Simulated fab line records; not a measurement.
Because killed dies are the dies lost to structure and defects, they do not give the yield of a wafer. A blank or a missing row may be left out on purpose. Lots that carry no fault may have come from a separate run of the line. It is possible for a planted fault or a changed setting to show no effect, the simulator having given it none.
Check for tools in common | flow gf180mcu | 39 wafers sampled across 13 lots

== REASON FOR OPENING ==
Flagged at GF_CONTACT_CD_MEAS_14: reading cd_nm, on 1 of 13 lots. Wafers without a fault read 220.0 nm, standard deviation 1.5.
Rule: a lot is flagged in two cases, either no wafer of it has a number, or all its wafers with numbers fall more than 4 standard deviations from that mean. The rest of the lots are taken to be sound.

lot  | measured     | on        | cd_nm (nm), wafer by wafer | flag
L215 | day 15 23:13 | cd_sem-01 | 218.6 219.0 219.1          |
L216 | day 16 09:01 | cd_sem-01 | 218.7 220.6 218.4          |
L217 | day 16 18:02 | cd_sem-01 | 222.3 220.4 222.4          |
L218 | day 16 23:02 | cd_sem-01 | 220.5 218.9 219.5          |
L220 | day 17 20:29 | cd_sem-02 | 220.7 221.6 221.1          |
L221 | day 18 08:04 | cd_sem-02 | 220.6 220.6 219.9          |
L230 | day 21 14:17 | cd_sem-01 | 195.1 194.4 195.6          | FLAGGED
L233 | day 22 12:16 | cd_sem-01 | 221.2 221.7 223.1          |
L234 | day 23 00:22 | cd_sem-02 | 219.4 219.2 221.0          |
L235 | day 23 09:53 | cd_sem-01 | 221.1 222.0 221.9          |
L236 | day 23 15:16 | cd_sem-01 | 220.7 220.0 219.9          |
L237 | day 23 20:28 | cd_sem-02 | 218.9 219.3 219.2          |
L238 | day 24 02:49 | cd_sem-01 | 220.1 221.0 221.0          |
On average the flagged lots' numbers are 195.0 nm, which is -25.0 nm against the usual, or -17 standard deviations.

== WHICH TOOL RAN EACH LOT ==
2 process steps preceding the reading are held in the record, out of 602 steps in the route. Cell contents, in order: the tool; ch with the chambers the sampled wafers went through; the start.
lot  | flag    | GF_SALICIDE_RTA_06               | GF_CONTACT_EXPOSE_11
L215 |         | rtp_anneal-01 ch 0, day 15 00:56 | krf_scanner-01 ch 0, day 15 12:37
L216 |         | rtp_anneal-02 ch 0, day 15 10:07 | krf_scanner-01 ch 0, day 15 22:31
L217 |         | rtp_anneal-01 ch 0, day 15 18:07 | krf_scanner-02 ch 0, day 16 07:05
L218 |         | rtp_anneal-02 ch 0, day 15 23:53 | krf_scanner-02 ch 0, day 16 11:41
L220 |         | rtp_anneal-02 ch 0, day 16 20:38 | krf_scanner-01 ch 0, day 17 09:07
L221 |         | rtp_anneal-01 ch 0, day 17 07:35 | krf_scanner-02 ch 0, day 17 20:16
L230 | FLAGGED | rtp_anneal-01 ch 0, day 20 13:02 | krf_scanner-02 ch 0, day 21 02:13
L233 |         | rtp_anneal-01 ch 0, day 21 11:38 | krf_scanner-02 ch 0, day 22 00:27
L234 |         | rtp_anneal-02 ch 0, day 22 00:27 | krf_scanner-02 ch 0, day 22 13:17
L235 |         | rtp_anneal-01 ch 0, day 22 09:16 | krf_scanner-02 ch 0, day 22 21:53
L236 |         | rtp_anneal-01 ch 0, day 22 15:11 | krf_scanner-01 ch 0, day 23 04:01
L237 |         | rtp_anneal-02 ch 0, day 22 19:59 | krf_scanner-02 ch 0, day 23 09:06
L238 |         | rtp_anneal-01 ch 0, day 23 02:54 | krf_scanner-01 ch 0, day 23 15:31
What these steps do:
- GF_SALICIDE_RTA_06: time 30 s.
- GF_CONTACT_EXPOSE_11: exposes mask Contact, target cd 220 nm.
- GF_CONTACT_CD_MEAS_14: target cd 220 nm.

== FLAGGED OVER TOTAL, TOOL BY TOOL (the gauges that took the reading come last) ==
step                  | tool           | lots run | flagged | share of the flagged lots | sound lots run after its first flagged lot
GF_SALICIDE_RTA_06    | rtp_anneal-01  | 8        | 1       | all                       | 4 (L233,L235,L236,L238)
GF_SALICIDE_RTA_06    | rtp_anneal-02  | 5        | 0       | none                      | -
GF_CONTACT_EXPOSE_11  | krf_scanner-01 | 5        | 0       | none                      | -
GF_CONTACT_EXPOSE_11  | krf_scanner-02 | 8        | 1       | all                       | 4 (L233,L234,L235,L237)
GF_CONTACT_CD_MEAS_14 | cd_sem-01      | 9        | 1       | all                       | 4 (L233,L235,L236,L238)
GF_CONTACT_CD_MEAS_14 | cd_sem-02      | 4        | 0       | none                      | -

== WHAT THE TABLE PERMITS ==
All flagged lots were run by 3 table rows, namely rtp_anneal-01 at GF_SALICIDE_RTA_06, krf_scanner-02 at GF_CONTACT_EXPOSE_11, cd_sem-01 at GF_CONTACT_CD_MEAS_14.
- rtp_anneal-01 at GF_SALICIDE_RTA_06: 1 of its 8 lots flagged. Sound lots followed the first flagged one (L233, L235, L236, L238) on it, something a lasting fault affecting the whole tool could not allow.
- krf_scanner-02 at GF_CONTACT_EXPOSE_11: 1 of its 8 lots flagged. Sound lots followed the first flagged one (L233, L234, L235, L237) on it, something a lasting fault affecting the whole tool could not allow.
- cd_sem-01 at GF_CONTACT_CD_MEAS_14: 1 of its 9 lots flagged. Sound lots followed the first flagged one (L233, L235, L236, L238) on it, something a lasting fault affecting the whole tool could not allow.
Every row of the table either missed a flagged lot or ran a sound lot after the first.

== WHAT THE SIMULATOR HAD INSERTED ==
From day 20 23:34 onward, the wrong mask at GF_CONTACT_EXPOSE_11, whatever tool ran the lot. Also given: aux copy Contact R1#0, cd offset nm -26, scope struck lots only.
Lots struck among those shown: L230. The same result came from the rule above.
